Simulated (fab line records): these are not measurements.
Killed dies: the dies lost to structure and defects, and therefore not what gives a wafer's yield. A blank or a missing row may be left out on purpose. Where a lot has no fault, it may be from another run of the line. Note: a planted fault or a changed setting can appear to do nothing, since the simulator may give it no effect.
fab line records	flow sky130
[record] lots = 6	wafers = 18	last-day = 49
route steps=708 shown LI_CONTACT@371 LOCAL_INTERCONNECT@387
lots that met no fault: from a run of the same line without faults
start-h: the number of hours between the record's first day and the start of the first shown wafer of the lot	wait-h: hours from the lot's prior step to this one	" unchanged from the row above	L1.1+2: a single row standing in for several wafers	- no value, or no start was given	* or withheld: withheld	< > ~ a bound
route shown NAME@n: names a module that has steps shown in the file, with the first one's number in the route	usual: mean/standard deviation of fault-free wafers	same: alike in all rows	chamber/n: place in a boat	sites: per-site readings	_std_site: standard deviation across them	_edge_site: inner sites' mean taken away from outer sites' mean	radius-mm: how far each site lies from the wafer's centre	mask NAME#n: copy n	behind: the most recent tool/chamber to have shaped the wafer	hold: cause of the lot's hold/its duration in hours/its outcome	device: the n, p or np transistor that did not switch	end of line: the same wafers' tests at the end of the route	a step with no rows: only its recipe	killed: count of dies lost to structure and defects at first sort (not the wafer's yield)	map: shows each die of a wafer: x if killed, . if not, _ if none is there
set.NAME: the setting that was run; set.NAME@STEP: the one run at that earlier step	model.NAME: the simulator's own value behind a step, which no gauge read
certain route steps with their lots: each step a table, each wafer a row
services: from which hour (start-h, from the record's first day; less than 0 if before it) a tool's chamber was out of use, for how many hours, and why
[[steps]]
[step SKY_LI_CONTACT_EXPOSE_09]
[recipe] mask-id = LICM1	na = 0.8	source-shape = annular	sigma-inner = 0.55	sigma-outer = 0.85	target-cd-nm = 170	dose-mj = 38
[step SKY_LI_CONTACT_PEB_10]
[recipe] peb-temp-c = withheld	peb-time-s = withheld	resist = KrF-thick
[step SKY_LI_CONTACT_DEVELOP_11]
[recipe] develop-time-s = 60	resist = KrF-thick	dev-temp-c = 21
[step SKY_LI_CONTACT_CD_MEAS_12]
[recipe] target-cd-nm = 170
[usual] cd-nm = 170.4/1.3
lot.wafer	tool	chamber	start-h	wait-h	cd-nm
L936.1	cd-sem-02	-	670.31	-	170.3
L936.4	"	-	"	"	170.5
L936.6	"	-	"	"	170.3
L937.1	cd-sem-01	-	685.12	-	171.5
L937.4	"	-	"	"	170.6
L937.5	"	-	"	"	169.8
L941.2	cd-sem-01	-	744.14	-	169.6
L941.4	"	-	"	"	169.7
L941.5	"	-	"	"	170.6
L945.1	cd-sem-01	-	761.61	-	172.0
L945.2	"	-	"	"	173.4
L945.4	"	-	"	"	171.8
L952.2	cd-sem-02	-	807.53	-	169.5
L952.4	"	-	"	"	171.8
L952.6	"	-	"	"	170.0
L953.2	cd-sem-01	-	814.23	-	169.0
L953.4	"	-	"	"	170.1
L953.5	"	-	"	"	169.3
[step SKY_LI_CONTACT_OVL_MEAS_13]
[usual] LI_CONTACT_OVL = 1/5.2
lot.wafer	tool	chamber	start-h	wait-h	LI_CONTACT_OVL[nm]
L936.1	overlay-01	-	670.43	0.1	-3
L936.4	"	-	"	"	3
L936.6	"	-	"	"	4
L937.1	overlay-02	-	685.24	0.1	1
L937.4	"	-	"	"	5
L937.5	"	-	"	"	-3
L941.2	overlay-02	-	744.24	0.1	-7
L941.4	"	-	"	"	6
L941.5	"	-	"	"	2
L945.1	overlay-02	-	761.73	0.1	3
L945.2	"	-	"	"	-5
L945.4	"	-	"	"	0
L952.2	overlay-02	-	807.64	0.1	5
L952.4	"	-	"	"	-3
L952.6	"	-	"	"	2
L953.2	overlay-02	-	814.34	0.1	-2
L953.4	"	-	"	"	-6
L953.5	"	-	"	"	3
[step SKY_LI_CONTACT_ETCH_14]
[recipe] chemistry = N2/H2	target = BARC	ion-energy-ev = 200	source-w = 500	bias-w = 100	pressure-mtorr = 30	n2-flow-sccm = 100	h2-flow-sccm = 200	stop-on = SiO2	time-s = 45.9	target-depth-a = 600
[usual] drypump-motor-current-A = 5.9/0.48	oes-product-au = 0.855/0.0051	throttle-valve-pct = 13.225/0.0095
lot.wafer	tool	chamber	start-h	wait-h	drypump-motor-current-A	oes-product-au	rf-hours-counter-h	throttle-valve-pct
L936.1	rie-diel-03	0	670.47	0.0	5.1	0.851	4	13.229
L936.4	"	1	"	"	5.9	0.858	6	13.218
L936.6	"	2	"	"	5.4	0.855	-	13.217
L937.1	rie-diel-02	0	685.27	0.0	5.8	0.852	5	13.228
L937.4	"	2	"	"	6.2	0.858	6	13.230
L937.5	"	0	"	"	5.9	0.862	-	13.212
L941.2	rie-diel-03	1	744.27	0.0	5.9	0.856	7	13.210
L941.4	"	2	"	"	5.4	0.854	11	13.216
L941.5	"	2	"	"	5.4	0.851	-	13.234
L945.1	rie-diel-04	1	761.77	0.0	6.2	0.856	13	13.222
L945.2	"	2	"	"	5.5	0.849	11	13.213
L945.4	"	3	"	"	6.2	0.844	12	13.229
L952.2	rie-diel-03	2	807.67	0.0	5.4	0.852	12	13.214
L952.4	"	1	"	"	5.9	0.849	9	13.240
L952.6	"	1	"	"	5.9	0.854	-	13.229
L953.2	rie-diel-04	0	814.37	0.0	5.9	0.853	9	13.221
L953.4	"	1	"	"	6.3	0.854	14	13.234
L953.5	"	1	"	"	6.3	0.860	-	13.237
[step SKY_LI_CONTACT_ETCH_15]
[recipe] target = PSG	chemistry = C4F8/O2/Ar	stop-on = Si	taper-deg = 4.15	mask-material = KrF-thick	source-w = 1500	bias-w = 1200	pressure-mtorr = 40	c4f8-flow-sccm = withheld	O2_flow_sccm = 6	Ar_flow_sccm = 300	time-s = withheld	target-depth-a = 6000
[usual] oes-product-au = 0.837/0.0045
lot.wafer	tool	chamber	start-h	wait-h	oes-product-au
L936.1	rie-diel-03	0	670.51	0.0	0.835
L936.4	"	1	"	"	0.838
L936.6	"	2	"	"	0.838
L937.1	rie-diel-02	0	685.32	0.0	0.834
L937.4	"	2	"	"	0.833
L937.5	"	0	"	"	0.841
L941.2	rie-diel-03	1	744.32	0.0	0.844
L941.4	"	2	"	"	0.838
L941.5	"	2	"	"	0.835
L945.1	rie-diel-04	1	761.81	0.0	0.831
L945.2	"	2	"	"	0.836
L945.4	"	3	"	"	0.829
L952.2	rie-diel-03	2	807.71	0.0	0.840
L952.4	"	1	"	"	0.835
L952.6	"	1	"	"	0.835
L953.2	rie-diel-04	0	814.41	0.0	0.835
L953.4	"	1	"	"	0.839
L953.5	"	1	"	"	0.836
[step SKY_LI_CONTACT_STRIP_16]
[recipe] chemistry = O2/N2	power-w = 1400	pressure-mtorr = 1500	platen-temp-c = withheld	o2-flow-sccm = 3000	n2-flow-sccm = 300	overash-fraction = 0.5
[step SKY_LI_CONTACT_CLEAN_17]
[recipe] chemistry = NMP	time-s = 600	temp-c = 60	dry = n2-spin
[step SKY_LI_CONTACT_PRE_CLEAN_18]
[recipe] gas = Ar	time-s = 5.6	bias-v = 358
[step SKY_LI_CONTACT_SPUTTER_19]
[recipe] material = Ti	target-thk-nm = 20	chamber-pressure-pa = 5	power-w = 2500	substrate-temp-c = 200	time-s = 106.37
[usual] throttle-valve-pct = 29.9/0.77
lot.wafer	tool	chamber	start-h	wait-h	throttle-valve-pct
L936.1	pvd-sputter-01	-	670.89	0.0	30.3
L936.4	"	-	"	"	30.3
L936.6	"	-	"	"	30.2
L937.1	pvd-sputter-03	-	685.70	0.0	29.3
L937.4	"	-	"	"	29.8
L937.5	"	-	"	"	29.3
L941.2	pvd-sputter-02	-	744.70	0.0	30.0
L941.4	"	-	"	"	29.8
L941.5	"	-	"	"	29.9
L945.1	pvd-sputter-03	-	762.19	0.0	29.5
L945.2	"	-	"	"	29.2
L945.4	"	-	"	"	28.9
L952.2	pvd-sputter-01	-	808.09	0.0	30.4
L952.4	"	-	"	"	29.1
L952.6	"	-	"	"	30.4
L953.2	pvd-sputter-01	-	814.79	0.0	29.2
L953.4	"	-	"	"	30.2
L953.5	"	-	"	"	29.3
[step SKY_LI_CONTACT_SPUTTER_20]
[recipe] material = TiN	target-thk-nm = 20	chamber-pressure-pa = 5	power-w = 4000	time-s = 80
[usual] throttle-valve-pct = 29.9/0.79
lot.wafer	tool	chamber	start-h	wait-h	throttle-valve-pct
L936.1	pvd-sputter-01	-	670.97	0.0	30.4
L936.4	"	-	"	"	30.3
L936.6	"	-	"	"	30.4
L937.1	pvd-sputter-03	-	685.77	0.0	29.1
L937.4	"	-	"	"	29.6
L937.5	"	-	"	"	29.0
L941.2	pvd-sputter-02	-	744.77	0.0	30.3
L941.4	"	-	"	"	29.6
L941.5	"	-	"	"	30.1
L945.1	pvd-sputter-03	-	762.27	0.0	29.8
L945.2	"	-	"	"	29.2
L945.4	"	-	"	"	28.8
L952.2	pvd-sputter-01	-	808.17	0.0	30.5
L952.4	"	-	"	"	29.0
L952.6	"	-	"	"	30.3
L953.2	pvd-sputter-01	-	814.87	0.0	29.1
L953.4	"	-	"	"	30.5
L953.5	"	-	"	"	29.0
[step SKY_LI_CONTACT_CVD_21]
[recipe] material = W	target-thk-nm = 400	time-s = 120.56	temp-c = 400	pressure-torr = 40
[usual] heater-power-w = 870/120	susceptor-temp-C = 399.99/0.23
lot.wafer	tool	chamber	start-h	wait-h	heater-power-w	susceptor-temp-C	model.W_of_LI_CONTACT_CVD_21.thk-nm
L936.1	cvd-w-02	1	671.03	0.0	1060	400.24	399.4
L936.4	"	1	"	"	1057	400.07	396.2
L936.6	"	1	"	"	1047	400.31	393.9
L937.1	cvd-w-02	1	685.83	0.0	1045	400.09	401.3
L937.4	"	0	"	"	841	400.10	402.4
L937.5	"	0	"	"	824	400.27	403.3
L941.2	cvd-w-02	0	744.83	0.0	847	400.32	401.1
L941.4	"	1	"	"	1053	399.81	395.2
L941.5	"	0	"	"	832	400.55	401.5
L945.1	cvd-w-01	0	762.33	0.0	835	400.26	402.4
L945.2	"	1	"	"	753	399.83	403.7
L945.4	"	0	"	"	834	400.55	400
L952.2	cvd-w-01	1	808.23	0.0	696	390.27	334.4
L952.4	"	1	"	"	685	390.00	339.5
L952.6	"	0	"	"	832	399.93	403.2
L953.2	cvd-w-01	0	814.93	0.0	841	400.27	397.9
L953.4	"	1	"	"	686	390.29	336.1
L953.5	"	1	"	"	699	390.43	338.9
[step SKY_LI_CONTACT_RS_MEAS_22]
[recipe] thk-meas-gauge = four-point-probe	reads = W_of_LI_CONTACT_CVD_21+TiN_of_LI_CONTACT_SPUTTER_20+Ti_of_LI_CONTACT_SPUTTER_19
[usual] LI_CONTACT_W_RS = 0.2851/0.0028
lot.wafer	tool	chamber	start-h	wait-h	LI_CONTACT_W_RS[ohm/sq]
L936.1	film-metro-04	-	671.15	0.1	0.2846
L936.4	"	-	"	"	0.2870
L936.6	"	-	"	"	0.2887
L937.1	film-metro-01	-	685.96	0.1	0.2836
L937.4	"	-	"	"	0.2833
L937.5	"	-	"	"	0.2821
L941.2	film-metro-04	-	744.98	0.1	0.2840
L941.4	"	-	"	"	0.2880
L941.5	"	-	"	"	0.2833
L945.1	film-metro-01	-	762.45	0.1	0.2832
L945.2	"	-	"	"	0.2821
L945.4	"	-	"	"	0.2848
L952.2	film-metro-01	-	808.37	0.1	0.3402
L952.4	"	-	"	"	0.3343
L952.6	"	-	"	"	0.2828
L953.2	film-metro-04	-	815.07	0.1	0.2862
L953.4	"	-	"	"	0.3390
L953.5	"	-	"	"	0.3360
[step SKY_LI_CONTACT_THK_MEAS_23]
[recipe] thk-meas-gauge = xrf	reads = W_of_LI_CONTACT_CVD_21
[usual] LI_CONTACT_W_THK = 403/4.7
lot.wafer	tool	chamber	start-h	wait-h	LI_CONTACT_W_THK[nm]
L936.1	film-metro-04	-	671.27	0.1	409
L936.4	"	-	"	"	403
L936.6	"	-	"	"	402
L937.1	film-metro-01	-	686.08	0.1	407
L937.4	"	-	"	"	408
L937.5	"	-	"	"	408
L941.2	film-metro-04	-	745.09	0.1	405
L941.4	"	-	"	"	398
L941.5	"	-	"	"	406
L945.1	film-metro-01	-	762.57	0.1	410
L945.2	"	-	"	"	409
L945.4	"	-	"	"	404
L952.2	film-metro-01	-	808.48	0.1	336
L952.4	"	-	"	"	342
L952.6	"	-	"	"	409
L953.2	film-metro-04	-	815.18	0.1	402
L953.4	"	-	"	"	341
L953.5	"	-	"	"	342
[step SKY_LI_CONTACT_CMP_24]
[recipe] stop-on = PSG	t-overpolish-s = 20	down-force-psi = 3.5	platen-rpm = 60	target-thk-nm = 0	pad-velocity-m-s = 0.94248
[usual] edge-zone-pressure-frac = 1.000/0.0054	motor-current-A = 10.2/1	platen-rpm = 60.00/0.039	time-to-endpoint-s = 97/3.5
lot.wafer	tool	chamber	start-h	wait-h	edge-zone-pressure-frac	motor-current-A	platen-rpm	time-to-endpoint-s
L936.4	cmp-01	1	671.33	0.0	1.000	10.2	60.02	98
L936.1	"	2	"	"	1.010	8.7	59.99	98
L936.6	"	1	"	"	0.992	9.9	60.03	97
L937.4	cmp-01	3	686.14	0.0	0.999	10.6	59.99	103
L937.1	"	1	"	"	1.010	10.1	60.01	103
L937.5	"	3	"	"	0.995	10.4	59.94	106
L941.2	cmp-01	3	745.14	0.0	1.001	10.4	60.00	95
L941.4	"	1	"	"	1.001	10.2	59.99	92
L941.5	"	0	"	"	1.000	11.9	59.91	96
L945.1	cmp-02	1	762.68	0.1	0.998	9.7	59.92	99
L945.2	"	2	"	"	1.007	10.9	59.97	99
L945.4	"	3	"	"	0.995	10.5	59.96	103
L952.2	cmp-01	2	808.53	0.0	1.001	8.4	60.03	83
L952.4	"	1	"	"	0.993	9.9	59.99	81
L952.6	"	3	"	"	1.003	11.2	60.05	100
L953.4	cmp-02	2	815.28	0.1	1.007	10.7	59.95	81
L953.2	"	3	"	"	0.997	10.4	60.00	93
L953.5	"	2	"	"	0.994	10.6	60.02	78
[step SKY_LOCAL_INTERCONNECT_SPUTTER_00]
[recipe] material = TiN	target-thk-nm = 100	temp-c = 300	power-w = 6672	time-s = 83.3	chamber-pressure-pa = 0.4
[usual] susceptor-temp-C = 299.99/0.2	throttle-valve-pct = 29.6/1.2
lot.wafer	tool	chamber	start-h	wait-h	susceptor-temp-C	throttle-valve-pct
L936.1	pvd-sputter-02	-	671.63	0.2	300.16	31.8
L936.4	"	-	"	"	300.00	30.0
L936.6	"	-	"	"	299.96	29.6
L937.1	pvd-sputter-02	-	686.44	0.1	299.93	31.8
L937.4	"	-	"	"	300.03	30.1
L937.5	"	-	"	"	299.94	29.8
L941.2	pvd-sputter-03	-	745.44	0.2	299.98	28.8
L941.4	"	-	"	"	300.12	29.5
L941.5	"	-	"	"	299.74	28.8
L945.1	pvd-sputter-04	-	762.93	0.2	299.92	29.8
L945.2	"	-	"	"	299.83	29.0
L945.4	"	-	"	"	300.04	26.8
L952.2	pvd-sputter-02	-	808.83	0.2	300.34	29.9
L952.4	"	-	"	"	299.87	32.1
L952.6	"	-	"	"	299.85	29.8
L953.2	pvd-sputter-04	-	815.53	0.1	300.11	29.8
L953.4	"	-	"	"	300.15	27.0
L953.5	"	-	"	"	299.79	28.9
[[services]]
tool	chamber	start-h	hours	kind
pvd-sputter-03	0	648.07	-	consumable-replace:kit
pvd-sputter-03	0	648.07	18.0	scheduled-down
pvd-sputter-03	0	648.07	18.0	vent-cycle
cmp-01	-	653.60	1.0	repair
rie-diel-02	1	693.37	4.7	repair
rie-diel-04	0	696.21	8.8	repair
rie-diel-02	1	698.04	-	clean
rie-diel-02	1	698.04	28.2	scheduled-down
rie-diel-02	1	698.04	28.2	vent-cycle
pvd-sputter-03	-	704.28	2.6	repair
rie-diel-03	-	710.56	3.5	repair
cvd-w-02	-	719.29	2.5	repair
pvd-sputter-03	-	725.06	9.8	repair
cmp-02	-	733.77	5.8	pm
cmp-02	-	744.00	4.0	pm
cmp-02	-	748.00	-	consumable-replace:conditioner
cmp-02	-	748.00	-	consumable-replace:pad
rie-diel-04	2	754.72	5.6	repair
pvd-sputter-04	-	756.36	5.1	repair
pvd-sputter-01	-	767.72	4.1	repair
rie-diel-02	0	789.76	2.6	repair
cvd-w-02	-	796.32	6.0	pm
cmp-02	-	800.81	1.5	repair
pvd-sputter-02	-	813.11	4.5	repair
[[key]]
[first-sign] step = SKY_LI_CONTACT_CVD_21	reading = susceptor-temp-C	direction = down	sigmas = 42	usual = *	struck = *
[effect] step = SKY_LI_CONTACT_RS_MEAS_22	reading = LI_CONTACT_W_RS	direction = up	sigmas = 18	usual = 0.2851	struck = 0.3374
[effect] step = SKY_LI_CONTACT_THK_MEAS_23	reading = LI_CONTACT_W_THK	direction = down	sigmas = 13	usual = 403	struck = 340
[effect] step = SKY_LI_CONTACT_CMP_24	reading = time-to-endpoint-s	direction = down	sigmas = 4.6	usual = *	struck = *
[model-effect] step = SKY_LI_CONTACT_CVD_21	value = W_of_LI_CONTACT_CVD_21.thk-nm	without = 402	struck = 337.2
met-at SKY_LI_CONTACT_CVD_21
struck-wafers L952.2,L952.4,L953.4,L953.5
tester-left-out L952,L953
onset-between 762.33 808.23
[fault] kind = process-parameter-drift	tool = cvd-w-01	chamber = 1	onset-h = 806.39	steps = SKY_LI_CONTACT_CVD_21	channel = temp-c	offset = *	shape = step	end-h = 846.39	acts-in = *	stated = *
// tester-left-out: of these lots the tester's yield and bins aren't shown, on N5 and GAA mostly nor the transistor test; their killed dies are dies lost to structure and defects alone, not to doping, threshold or leakage, so they don't give the yield
